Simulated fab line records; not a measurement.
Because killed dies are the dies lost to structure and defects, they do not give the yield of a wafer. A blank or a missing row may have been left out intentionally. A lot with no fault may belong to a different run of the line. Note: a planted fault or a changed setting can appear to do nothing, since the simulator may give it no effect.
Which tool is to blame? -- flow sky130 -- 13 lots, 39 wafers sampled, at 3 steps of a route of 708

== WHAT THE GAUGES READ, wafer by wafer ==
SKY_NWELL_THK_MEAS_02. Usual: NWELL_OXIDATION_THK typically reads 10.10 nm, with standard deviation 0.21.
lot,measured,on,NWELL_OXIDATION_THK (nm),flag
L861,day 2 13:51,film_metro-02,10.15 10.11 10.14,
L862,day 2 18:34,film_metro-04,10.08 9.88 10.04,
L863,day 3 00:01,film_metro-04,10.50 10.57 10.64,
L864,day 3 02:37,film_metro-04,10.05 10.09 9.95,
L866,day 3 16:24,film_metro-04,10.24 10.26 10.20,
L867,day 3 20:50,film_metro-04,10.20 10.00 10.01,
L868,day 4 01:03,film_metro-04,10.11 10.16 9.89,
L869,day 4 09:28,film_metro-04,10.47 10.09 10.25,
L876,day 6 10:08,film_metro-04,9.71 9.71 9.84,
L880,day 6 20:19,film_metro-02,9.98 10.11 9.78,
L881,day 6 22:07,film_metro-04,10.30 10.30 10.21,
L883,day 7 11:26,film_metro-03,10.15 9.94 10.14,
L884,day 7 20:06,film_metro-04,10.06 9.97 10.05,

SKY_VT_ADJUST_HVTP_CD_MEAS_07: the cd target is 380 nm. Usual: cd_nm at 380.7 nm, with a standard deviation of 2.
lot,measured,on,cd_nm (nm),flag
L861,day 6 01:05,cd_sem-01,381.2 383.3 381.7,
L862,day 6 06:46,cd_sem-02,379.6 381.1 378.9,
L863,day 6 13:05,cd_sem-01,380.5 381.6 382.5,
L864,day 6 16:48,cd_sem-02,379.8 382.5 380.4,
L866,day 7 07:58,cd_sem-02,379.6 378.5 380.6,
L867,day 7 13:45,cd_sem-02,378.6 378.3 380.4,
L868,day 7 20:35,cd_sem-02,378.2 378.3 377.5,
L869,day 8 04:32,cd_sem-02,380.5 380.4 379.9,
L876,day 10 18:05,cd_sem-02,383.0 382.5 383.8,
L880,day 11 04:31,cd_sem-01,380.5 380.4 381.4,
L881,day 11 06:23,cd_sem-01,384.4 384.4 383.8,
L883,day 12 01:08,cd_sem-02,379.5 383.4 382.1,
L884,day 12 12:41,cd_sem-02,376.6 378.0 379.6,

SKY_VT_ADJUST_HVTR_CD_MEAS_07: the cd target is 380 nm. Usual: cd_nm at 378.8 nm, with a standard deviation of 2.5.
lot,measured,on,cd_nm (nm),flag
L861,day 9 08:08,cd_sem-01,379.3 377.8 375.7,
L862,day 9 14:52,cd_sem-02,381.5 381.1 379.5,
L863,day 9 22:02,cd_sem-01,377.4 380.1 378.9,
L864,day 10 02:23,cd_sem-02,385.1 383.8 382.9,
L866,day 10 20:35,cd_sem-01,376.6 376.8 377.0,
L867,day 11 03:22,cd_sem-01,379.2 377.0 377.8,
L868,day 11 12:16,cd_sem-02,378.0 375.5 376.6,
L869,day 11 20:26,cd_sem-02,383.2 379.9 380.0,
L876,day 14 21:29,cd_sem-01,382.1 384.0 378.6,
L880,day 15 11:01,cd_sem-01,379.1 378.3 379.5,
L881,day 15 12:08,cd_sem-02,381.4 383.7 379.6,
L883,day 16 10:49,cd_sem-02,377.2 376.0 376.6,
L884,day 16 21:35,cd_sem-02,376.8 376.4 377.3,

== EACH LOT AND THE TOOL THAT RAN IT (in order: tool; ch and the chambers of the sampled wafers; start) ==
Record: no process step prior to these readings.

== AS READ BY THE TOOLS THEMSELVES (means over the sampled wafers that have a number; for cases with no such wafer, the mark the record gives instead) ==
The record holds no such reading with a usual standard deviation.

== THE ANSWER, worked out from the rows above alone ==
Rule: take the mean of a lot's wafers that have a number; if it is more than 3 standard deviations from the usual mean, the lot is off. A lot without any number at a reading at which 4 lots or more have one is off too. Any other lot the step has rows for is counted as sound. Order of review: gauges by route order, followed by the tools' own readings, for which a lot's mean as printed above is used. The first step at which some lot is off is used, and at that step the reading that is off furthest; a lot without a number counts as furthest.
No lot is off on any of the readings shown, so nothing can be concluded from this.

== WHAT THE SIMULATOR HAD PUT IN ==
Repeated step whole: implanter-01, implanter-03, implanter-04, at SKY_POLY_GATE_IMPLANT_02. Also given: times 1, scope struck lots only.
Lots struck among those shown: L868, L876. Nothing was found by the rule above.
